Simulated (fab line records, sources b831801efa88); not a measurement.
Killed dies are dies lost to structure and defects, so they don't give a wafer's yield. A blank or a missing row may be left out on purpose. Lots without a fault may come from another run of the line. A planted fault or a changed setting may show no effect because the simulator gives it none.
Which tool did it? | flow sky130 | 24 lots, 72 wafers sampled, at 5 steps of a route of 708

WHAT THE GAUGES READ, wafer by wafer
SKY_VT_ADJUST_LVTN_OVL_MEAS_07.
lot  | measured     | on         | VT_ADJUST_LVTN_OVL (nm)
L074 | day 6 16:24  | overlay-02 | -0.6 -2.0 -2.9
L075 | day 6 22:42  | overlay-01 | -0.2 0.3 -0.1
L076 | day 7 10:45  | overlay-02 | -0.3 -0.1 0.0
L077 | day 7 11:16  | overlay-01 | -1.0 0.7 -0.5
L078 | day 7 18:46  | overlay-01 | -0.9 0.5 -0.8
L079 | day 8 05:43  | overlay-02 | -2.5 -2.3 -2.4
L080 | day 8 11:28  | overlay-01 | -3.0 -2.3 -0.8
L081 | day 8 15:31  | overlay-02 | -2.2 -3.0 -3.1
L082 | day 8 22:01  | overlay-01 | -0.7 -1.1 0.0
L083 | day 9 08:37  | overlay-02 | -2.6 -3.8 -2.4
L084 | day 9 12:25  | overlay-02 | -3.1 -3.4 -2.2
L085 | day 9 16:34  | overlay-01 | -0.2 -0.9 -2.1
L086 | day 9 23:37  | overlay-01 | -1.5 -1.1 -3.2
L087 | day 10 12:58 | overlay-01 | -1.3 1.4 -0.6
L088 | day 10 16:25 | overlay-01 | -1.3 -0.5 0.1
L089 | day 10 23:46 | overlay-02 | -2.2 -1.6 -1.3
L090 | day 11 07:58 | overlay-02 | -0.9 -0.2 -0.9
L092 | day 12 03:19 | overlay-02 | -1.5 -3.0 -2.2
L091 | day 12 03:39 | overlay-02 | 0.6 -0.1 0.9
L093 | day 12 07:51 | overlay-02 | -3.7 -3.8 -2.4
L095 | day 12 14:07 | overlay-01 | 0.1 -1.7 -1.4
L094 | day 12 14:31 | overlay-01 | -1.2 -0.1 0.2
L096 | day 13 00:46 | overlay-01 | -0.7 0.6 0.2
L097 | day 13 08:28 | overlay-02 | 1.6 1.6 1.3

SKY_LDD_LDN_OVL_MEAS_07.
lot  | measured     | on         | LDD_LDN_OVL (nm)
L074 | day 22 17:40 | overlay-01 | 1.3 2.4 2.5
L075 | day 23 04:34 | overlay-01 | 3.0 3.6 2.7
L076 | day 23 17:15 | overlay-01 | 1.6 0.1 0.7
L077 | day 23 16:58 | overlay-01 | -2.0 -2.2 -1.1
L078 | day 24 02:58 | overlay-01 | 0.8 1.5 0.3
L079 | day 24 20:22 | overlay-02 | -1.9 -0.8 -0.5
L080 | day 24 21:13 | overlay-02 | -2.1 -3.4 -2.9
L081 | day 25 06:40 | overlay-01 | -3.0 -1.1 -0.8
L082 | day 25 12:14 | overlay-02 | 0.7 2.9 3.0
L083 | day 26 05:41 | overlay-02 | -0.7 0.8 -0.2
L084 | day 26 10:46 | overlay-01 | 1.3 1.9 2.6
L085 | day 26 13:19 | overlay-01 | 0.1 -0.4 1.4
L086 | day 27 06:04 | overlay-02 | 0.4 1.9 -0.7
L087 | day 27 15:22 | overlay-02 | 2.9 1.0 1.7
L088 | day 27 22:03 | overlay-01 | 0.4 -0.6 1.0
L089 | day 29 22:55 | overlay-01 | 1.2 0.8 -0.6
L090 | day 29 23:52 | overlay-01 | -0.5 -0.9 -1.6
L092 | day 30 00:31 | overlay-01 | 1.0 -0.6 -0.5
L091 | day 30 02:25 | overlay-02 | 2.9 3.7 3.3
L093 | day 30 01:24 | overlay-02 | 0.6 0.4 1.2
L095 | day 30 06:04 | overlay-01 | 1.3 1.4 1.9
L094 | day 30 06:22 | overlay-01 | -0.1 2.5 2.2
L096 | day 30 09:58 | overlay-01 | 1.6 1.7 1.4
L097 | day 30 23:07 | overlay-01 | 0.7 1.3 0.2

SKY_METAL2_THK_MEAS_06: measures by xrf.
lot  | measured     | on            | METAL2_ALCU_THK (nm)
L074 | day 33 19:50 | film_metro-03 | 258 259 259
L075 | day 34 05:44 | film_metro-04 | 250 256 257
L076 | day 34 16:29 | film_metro-02 | 254 252 254
L077 | day 34 17:02 | film_metro-04 | 249 256 254
L078 | day 35 02:04 | film_metro-02 | 253 255 252
L079 | day 35 16:08 | film_metro-02 | 253 248 251
L080 | day 35 19:03 | film_metro-04 | 253 251 255
L081 | day 36 02:27 | film_metro-04 | 252 249 253
L082 | day 36 06:30 | film_metro-02 | 254 252 253
L083 | day 36 23:37 | film_metro-04 | 256 255 254
L084 | day 37 04:44 | film_metro-03 | 259 256 254
L085 | day 37 05:15 | film_metro-04 | 256 255 252
L086 | day 37 20:31 | film_metro-02 | 253 253 257
L087 | day 38 03:23 | film_metro-04 | 252 258 257
L088 | day 38 08:12 | film_metro-04 | 257 251 253
L089 | day 40 00:36 | film_metro-02 | 253 254 252
L090 | day 40 05:03 | film_metro-02 | 252 249 248
L092 | day 40 06:30 | film_metro-02 | 254 256 255
L091 | day 40 08:53 | film_metro-04 | 262 259 261
L093 | day 40 08:34 | film_metro-03 | 250 252 252
L095 | day 40 09:50 | film_metro-04 | 261 258 261
L094 | day 40 10:47 | film_metro-02 | 256 252 250
L096 | day 40 13:31 | film_metro-03 | 249 244 255
L097 | day 40 21:10 | film_metro-03 | 254 253 251

WHICH TOOL RAN EACH LOT (tool, then ch and the chambers of the sampled wafers, then the start)
lot  | SKY_LI_CONTACT_CMP_02         | SKY_METAL2_SPUTTER_04
L074 | cmp-02 ch 2,3, day 27 19:17   | pvd_sputter-03, day 33 19:40
L075 | cmp-01 ch 2,3, day 28 05:11   | pvd_sputter-04, day 34 05:34
L076 | cmp-01 ch 1,2,3, day 28 17:47 | pvd_sputter-03, day 34 16:19
L077 | cmp-02 ch 0,1,3, day 28 18:02 | pvd_sputter-04, day 34 16:52
L078 | cmp-01 ch 0,1,3, day 29 02:53 | pvd_sputter-03, day 35 01:52
L079 | cmp-02 ch 0,3, day 29 18:20   | pvd_sputter-03, day 35 15:58
L080 | cmp-01 ch 1,2,3, day 29 19:43 | pvd_sputter-02, day 35 18:52
L081 | cmp-02 ch 1,2, day 30 04:26   | pvd_sputter-04, day 36 02:16
L082 | cmp-01 ch 0,2,3, day 30 08:59 | pvd_sputter-03, day 36 06:19
L083 | cmp-02 ch 1,2, day 31 02:02   | pvd_sputter-02, day 36 23:25
L084 | cmp-02 ch 0,1,2, day 31 07:36 | pvd_sputter-03, day 37 04:32
L085 | cmp-01 ch 0,2,3, day 31 08:45 | pvd_sputter-03, day 37 05:05
L086 | cmp-02 ch 0,1,3, day 32 01:32 | pvd_sputter-04, day 37 20:20
L087 | cmp-01 ch 1,2,3, day 32 10:02 | pvd_sputter-04, day 38 03:13
L088 | cmp-01 ch 0,2,3, day 32 16:08 | pvd_sputter-04, day 38 08:02
L089 | cmp-01 ch 1,3, day 34 14:26   | pvd_sputter-03, day 40 00:25
L090 | cmp-01 ch 1,2,3, day 34 15:08 | pvd_sputter-03, day 40 04:52
L092 | cmp-01 ch 0,2,3, day 34 16:53 | pvd_sputter-04, day 40 06:19
L091 | cmp-02 ch 0,2,3, day 34 19:06 | pvd_sputter-02, day 40 08:43
L093 | cmp-01 ch 0,1,2, day 34 18:45 | pvd_sputter-03, day 40 08:23
L095 | cmp-01 ch 1,2, day 34 21:14   | pvd_sputter-02, day 40 09:40
L094 | cmp-01 ch 0,2, day 34 22:26   | pvd_sputter-03, day 40 10:37
L096 | cmp-01 ch 0,2, day 35 00:59   | pvd_sputter-04, day 40 13:20
L097 | cmp-02 ch 0,1,2, day 35 13:02 | pvd_sputter-04, day 40 20:59
- SKY_LI_CONTACT_CMP_02: polishes PSG.
- SKY_METAL2_SPUTTER_04: material TiN, target thk 70 nm, time 58.3 s.

WHAT THE TOOLS THEMSELVES READ (means of the sampled wafers that have a number; where no wafer has one, the mark that the record gives instead)
SKY_LI_CONTACT_CMP_02.
lot  | tool   | motor_current_A (A) | time_to_endpoint_s (s)
L074 | cmp-02 | 11.6                | 28
L075 | cmp-01 | 12.3                | 32
L076 | cmp-01 | 12.2                | 30
L077 | cmp-02 | 12.7                | 32
L078 | cmp-01 | 11.7                | 33
L079 | cmp-02 | 13.1                | 34
L080 | cmp-01 | 12.2                | 33
L081 | cmp-02 | 11.7                | 36
L082 | cmp-01 | 12.1                | 34
L083 | cmp-02 | 11.8                | 35
L084 | cmp-02 | 12.0                | 31
L085 | cmp-01 | 11.6                | 32
L086 | cmp-02 | 12.8                | 32
L087 | cmp-01 | 12.0                | 31
L088 | cmp-01 | 11.9                | 33
L089 | cmp-01 | 11.4                | 24
L090 | cmp-01 | 12.1                | 30
L092 | cmp-01 | 11.6                | 35
L091 | cmp-02 | 12.1                | 31
L093 | cmp-01 | 12.1                | 32
L095 | cmp-01 | 12.4                | 35
L094 | cmp-01 | 12.1                | 36
L096 | cmp-01 | 12.1                | 37
L097 | cmp-02 | 12.2                | 35

SKY_METAL2_SPUTTER_04.
lot  | tool           | cathode_dc_power_W (W) | throttle_valve_pct (%)
L074 | pvd_sputter-03 | 6499.9                 | 29.0
L075 | pvd_sputter-04 | 6500.4                 | 30.8
L076 | pvd_sputter-03 | 6500.7                 | 30.3
L077 | pvd_sputter-04 | 6500.9                 | 29.5
L078 | pvd_sputter-03 | 6501.6                 | 29.4
L079 | pvd_sputter-03 | 6500.4                 | 30.5
L080 | pvd_sputter-02 | 6499.8                 | 29.9
L081 | pvd_sputter-04 | 6500.2                 | 29.1
L082 | pvd_sputter-03 | 6499.7                 | 31.1
L083 | pvd_sputter-02 | 6500.6                 | 30.3
L084 | pvd_sputter-03 | 6499.9                 | 29.0
L085 | pvd_sputter-03 | 6499.7                 | 30.2
L086 | pvd_sputter-04 | 6500.6                 | 29.3
L087 | pvd_sputter-04 | 6498.6                 | 29.2
L088 | pvd_sputter-04 | 6499.4                 | 30.0
L089 | pvd_sputter-03 | 6501.5                 | 30.2
L090 | pvd_sputter-03 | 6499.1                 | 29.0
L092 | pvd_sputter-04 | 6500.0                 | 31.0
L091 | pvd_sputter-02 | 6499.7                 | 29.9
L093 | pvd_sputter-03 | 6500.2                 | 29.8
L095 | pvd_sputter-02 | 6500.4                 | 30.0
L094 | pvd_sputter-03 | 6499.6                 | 29.2
L096 | pvd_sputter-04 | 6499.7                 | 30.1
L097 | pvd_sputter-04 | 6500.8                 | 30.2

THE ANSWER, worked out from the rows above alone
Rule: what is usual is taken from the lots themselves. Put in order of their means at a reading, lots are off if they are a third of the lots or fewer, leave a main group of 4 or more, and stand apart from it by a gap of 3 or more times the standard deviation of the main group's means; of several such gaps the widest counts. A main group whose means are all the same, to the digits that the tables above print for the reading, isn't used. A lot without any number at a reading at which 4 lots or more have one is off too. The other lots that the step has rows for count as sound. The gauges are gone through in route order, then the tools' own readings, and for those a lot's mean is taken as printed above. The first step at which some lot is off is used, and at that step the reading that is off furthest; a lot without a number counts as furthest.
No lot is off at any reading shown: from this, nothing can be told.

WHAT THE SIMULATOR HAD PUT IN
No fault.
